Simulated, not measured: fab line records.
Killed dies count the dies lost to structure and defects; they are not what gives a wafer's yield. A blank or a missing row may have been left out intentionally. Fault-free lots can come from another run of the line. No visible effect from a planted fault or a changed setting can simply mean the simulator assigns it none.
Which tool did it? ; flow sky130 ; 11 lots with 32 wafers sampled at 4 steps, on a route of 708 steps

WHAT EACH GAUGE READ, for each wafer
SKY_CONTACT_THK_MEAS_01. Usual: CONTACT_CVD_00_THK typically reads 75.1 nm, with standard deviation 0.97.
lot;measured;on;CONTACT_CVD_00_THK (nm);flag
L441;day 30 20:26;film metro-01;74.9 76.0 76.0;
L443;day 31 21:28;film metro-04;74.8 75.9 75.3;
L446;day 32 20:01;film metro-04;74.3 74.6 76.3;
L447;day 32 20:53;film metro-04;75.0 76.9 75.4;
L448;day 33 09:54;film metro-01;74.4 74.7 76.9;
L450;day 34 08:43;film metro-01;74.4 75.5 75.9;
L449;day 34 08:54;film metro-04;75.0 75.4 75.6;
L453;day 34 17:43;film metro-01;75.6 76.2 77.1;
L455;day 35 10:29;film metro-03;74.2 75.2 76.1;
L457;day 35 23:05;film metro-03;73.3 74.2;
L461;day 37 05:02;film metro-04;73.4 75.2 75.1;

SKY_CONTACT_RS_MEAS_25: uses a four-point probe to measure. Usual: CONTACT_W_RS typically reads 0.336 ohm/sq, with standard deviation 0.0062.
lot;measured;on;CONTACT_W_RS (ohm/sq);flag
L441;day 32 01:28;film metro-04;0.341 0.337 0.337;
L443;day 33 01:56;film metro-04;0.331 0.337 0.331;
L446;day 34 00:25;film metro-03;0.335 0.335 0.342;
L447;day 34 01:41;film metro-01;0.324 0.332 0.333;
L448;day 34 13:56;film metro-01;0.338 0.331 0.330;
L450;day 35 13:05;film metro-03;0.346 0.349 0.341;
L449;day 35 13:06;film metro-01;0.327 0.336 0.329;
L453;day 35 22:14;film metro-04;0.343 0.341 0.335;
L455;day 36 14:30;film metro-04;0.331 0.329 0.182 0.331 0.330 0.182;OFF
L457;day 37 02:48;film metro-03;0.180 0.182 0.180 0.183;OFF
L461;day 38 08:40;film metro-03;0.182 0.330 0.182 0.182 0.330 0.182;OFF

WHAT TOOL EACH LOT RAN ON (gives the tool, then ch and the chambers of the sampled wafers, and finally the start)
lot;SKY_CONTACT_STRIP_19;SKY_CONTACT_CVD_24
L441;plasma asher-02 ch 0, day 32 00:42;cvd w-02 ch 1, day 32 01:22
L443;plasma asher-04 ch 0,1, day 33 01:09;cvd w-01 ch 0,1, day 33 01:49
L446;plasma asher-01 ch 0,1, day 33 23:16;cvd w-02 ch 0,1, day 34 00:17
L447;plasma asher-02 ch 0,1, day 34 00:33;cvd w-01 ch 0,1, day 34 01:34
L448;plasma asher-02 ch 0,1, day 34 13:10;cvd w-01 ch 0,1, day 34 13:49
L450;plasma asher-04 ch 0,1, day 35 12:18;cvd w-02 ch 0,1, day 35 12:57
L449;plasma asher-01 ch 0,1, day 35 12:20;cvd w-01 ch 0,1, day 35 12:59
L453;plasma asher-02 ch 0,1, day 35 21:28;cvd w-02 ch 0,1, day 35 22:07
L455;plasma asher-01 ch 0,1, day 36 13:41;cvd w-01 ch 0,1, day 36 14:22
L457;plasma asher-02 ch 0, day 37 02:02;cvd w-01 ch 0,1, day 37 02:41
L461;plasma asher-01 ch 0,1, day 38 07:47;cvd w-01 ch 0, day 38 08:26
- SKY_CONTACT_STRIP_19: strips in O2/N2.
- SKY_CONTACT_CVD_24: deposits W, target thk 340 nm, time 102.12 s.

AS READ BY THE TOOLS THEMSELVES (means over the sampled wafers that have a number; for cases with no such wafer, the mark the record gives instead)
SKY_CONTACT_STRIP_19. Usual: drypump motor current A 5.7 A, standard deviation 0.54; oes product au 0.381 a.u., standard deviation 0.0048; strip time to endpoint s 3.63 s, standard deviation 0.033.
lot;tool;drypump motor current A (A);oes product au (a.u.);strip time to endpoint s (s);flag
L441;plasma asher-02;6.0;0.383;3.67;
L443;plasma asher-04;5.3;0.378;3.65;
L446;plasma asher-01;5.9;0.379;3.64;
L447;plasma asher-02;5.9;0.379;3.60;
L448;plasma asher-02;5.9;0.374;3.63;
L450;plasma asher-04;5.3;0.384;3.67;
L449;plasma asher-01;5.6;0.380;3.66;
L453;plasma asher-02;5.9;0.381;3.62;
L455;plasma asher-01;5.6;0.384;3.67;
L457;plasma asher-02;6.0;0.382;3.60;
L461;plasma asher-01;5.6;0.383;3.63;

SKY_CONTACT_CVD_24. Usual: heater power w 813 W, standard deviation 54.
lot;tool;heater power w (W);flag
L441;cvd w-02;799;
L443;cvd w-01;767;
L446;cvd w-02;870;
L447;cvd w-01;777;
L448;cvd w-01;771;
L450;cvd w-02;840;
L449;cvd w-01;778;
L453;cvd w-02;844;
L455;cvd w-01;776;
L457;cvd w-01;780;
L461;cvd w-01;767;

THE ANSWER, worked out from the rows above alone
Rule: take the mean of a lot's wafers that have a number; if it is more than 3 standard deviations from the usual mean, the lot is off. A lot without any number at a reading at which 4 lots or more have one is off too. All remaining lots with rows at the step are treated as sound. The gauges are gone through in route order, then the tools' own readings, and for those a lot's mean is taken as printed above. At the first step where some lot is off, the reading lying furthest off is the one used; lots without a number count as furthest.
Off: at SKY_CONTACT_RS_MEAS_25 (CONTACT_W_RS), L455, L457, L461.
If a tool, at a process step before that reading, ran all the lots that are off and no sound lot after the first of them, it fits. Those tools and the gauges at SKY_CONTACT_RS_MEAS_25 are tried in the same way. One fits: SKY_CONTACT_CVD_24 on cvd w-01. A fault onset in the window from L449 (day 35 12:59, its last sound lot) to L455 (day 36 14:22, its first lot off) fits.

WHAT WAS PUT IN BY THE SIMULATOR
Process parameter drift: cvd w-01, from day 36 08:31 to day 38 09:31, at SKY_CONTACT_CVD_24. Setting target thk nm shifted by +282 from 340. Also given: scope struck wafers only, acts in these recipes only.
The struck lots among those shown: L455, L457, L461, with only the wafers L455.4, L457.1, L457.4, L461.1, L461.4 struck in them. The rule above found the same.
